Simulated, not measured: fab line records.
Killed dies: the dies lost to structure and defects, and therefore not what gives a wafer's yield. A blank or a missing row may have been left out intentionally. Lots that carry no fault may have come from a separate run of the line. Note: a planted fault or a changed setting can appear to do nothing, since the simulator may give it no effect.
Which tool did it? :: flow sky130 :: 12 lots (36 wafers sampled), 1 step of a 708-step route

WHAT THE GAUGES SHOWED, per wafer
SKY_LDD_N_TW_MEAS_17.
lot: L075
measured: day 18 08:04
on: film metro-02
LDD_N_TW: 2573 2585 2589

lot: L077
measured: day 19 07:56
on: film metro-02
LDD_N_TW: 2579 2596 2582

lot: L080
measured: day 20 04:59
on: film metro-02
LDD_N_TW: 2556 2566 2577

lot: L081
measured: day 20 12:23
on: film metro-02
LDD_N_TW: 2570 2572 2563

lot: L083
measured: day 21 08:35
on: film metro-04
LDD_N_TW: 2576 2559 2571

lot: L084
measured: day 22 00:14
on: film metro-01
LDD_N_TW: 2597 2585 2573

lot: L087
measured: day 22 16:22
on: film metro-04
LDD_N_TW: 2536 2551 2548

lot: L089
measured: day 23 11:41
on: film metro-04
LDD_N_TW: 2551 2539 2553

lot: L092
measured: day 24 14:13
on: film metro-04
LDD_N_TW: 2556 2547 2540

lot: L093
measured: day 24 22:50
on: film metro-04
LDD_N_TW: 2555 2565 2549

lot: L096
measured: day 25 21:08
on: film metro-02
LDD_N_TW: 2570 2596 2577

lot: L097
measured: day 26 15:44
on: film metro-01
LDD_N_TW: 2595 2599 2583

TOOL THAT RAN EACH LOT (tool first, then ch and the chambers of the sampled wafers, then the start)
Record: no process step prior to these readings.

THE ANSWER, worked out from the rows above alone
Rule: the lots themselves supply what counts as usual. The widest of any qualifying gaps counts: lots, ordered by their means at a reading, are off when they make up no more than a third of the lots, leave a main group of 4 or more, and stand apart from it by 3 or more times the standard deviation of that group's means. Not used: any main group whose means are identical at the precision the tables above print for the reading. Also off: a lot with no number at a reading for which 4 or more lots have one. Any other lot the step has rows for is counted as sound.
No lot is off on any of the readings shown, so nothing can be concluded from this.

WHAT WAS PUT IN BY THE SIMULATOR
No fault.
